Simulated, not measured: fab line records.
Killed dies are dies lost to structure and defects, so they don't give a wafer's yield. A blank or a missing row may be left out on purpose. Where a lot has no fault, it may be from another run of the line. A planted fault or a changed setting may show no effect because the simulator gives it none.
A lot that was struck, set against a sound lot | flow sky130 | 14 out of 708 route steps
Sound: the wafers L268.1, L268.3, L268.6. The struck wafers were L282.1, L282.2, L282.6. The cause comes at the end.
Each step with rows lists, per side, the tool, then ch with its chambers, then its first start. Under that, the readings that differ: sound wafers | struck wafers | difference of the means | sigmas: that difference in standard deviations of wafers without a fault.
alike: same words and numbers on both sides, and readings whose means sit less than 2 such deviations apart. not compared: any withheld reading, any reading some wafer has no value for, any bound like >300 that may hide the same value, and any number with overlapping values for which the record gives no deviation.
The two part at a step that has a row with sigmas, a row that says differs or no value, or rows on one side only. Non-overlapping numbers with no deviation appear without sigmas and do not part them. A reading missing from all wafers of one side parts the sides only when that side holds two or more wafers.

first, 3 steps without rows for these wafers: SKY_VT_ADJUST_NCORE_EXPOSE_04 (exposes mask LVTN COMPLEMENT THIN, target cd 380 nm); SKY_VT_ADJUST_NCORE_PEB_05; SKY_VT_ADJUST_NCORE_DEVELOP_06 (develop time 60 s).
SKY_VT_ADJUST_NCORE_CD_MEAS_07 targets a cd of 380 nm.
  sound on cd-sem-01 at day 10 08:43; struck on cd-sem-01 at day 14 06:10
  alike: cd-nm
SKY_VT_ADJUST_NCORE_OVL_MEAS_08:
  sound on overlay-02 at day 10 08:50; struck on overlay-01 at day 14 06:17
  alike: VT_ADJUST_NCORE_OVL
following that, these wafers have no rows for 1 step: SKY_VT_ADJUST_NCORE_IMPLANT_09.
SKY_VT_ADJUST_NCORE_STRIP_10: strips in O2/N2.
  sound on plasma-asher-03 ch 0, day 10 09:01; struck on plasma-asher-03 ch 0,1, day 14 06:28
  alike: drypump-motor-current-A, n2-flow-sccm, oes-product-au, strip-time-to-endpoint-s
  not compared: rf-hours-counter-h
SKY_VT_ADJUST_NCORE_TW_MEAS_11:
  sound on film-metro-04 at day 10 09:07; struck on film-metro-03 at day 14 06:34
  reading            | sound             | struck            | difference | sigmas
  VT_ADJUST_NCORE_TW | 212.3 214.1 213.9 | 216.5 216.7 217.7 | +3.5       | +3
then, 4 steps without rows for these wafers: SKY_VT_ADJUST_HVTR_DEHYDRATE_00 (time 60 s); SKY_VT_ADJUST_HVTR_HMDS_01 (prime time 60 s); SKY_VT_ADJUST_HVTR_COAT_02 (resist thk 1140 nm); SKY_VT_ADJUST_HVTR_SOFTBAKE_03 (time 60 s).
SKY_VT_ADJUST_HVTR_EXPOSE_04: exposes mask HVTRM, target cd 380 nm.
  sound on iline-stepper-01 ch 0, day 10 21:05; struck on iline-stepper-02, day 14 18:56
  no value came back on the struck wafers for exposure-dose-mJ-cm2, focus-offset-nm (nm); on the sound wafers exposure-dose-mJ-cm2 reads 152.06 152.11 152.28
  alike: mask
following that, these wafers have no rows for 1 step: SKY_VT_ADJUST_HVTR_PEB_05.

== WHERE THEY PART ==
Last at SKY_VT_ADJUST_HVTR_EXPOSE_04 as far as this record goes, first at SKY_VT_ADJUST_NCORE_TW_MEAS_11.

WHY: what the simulator had put in
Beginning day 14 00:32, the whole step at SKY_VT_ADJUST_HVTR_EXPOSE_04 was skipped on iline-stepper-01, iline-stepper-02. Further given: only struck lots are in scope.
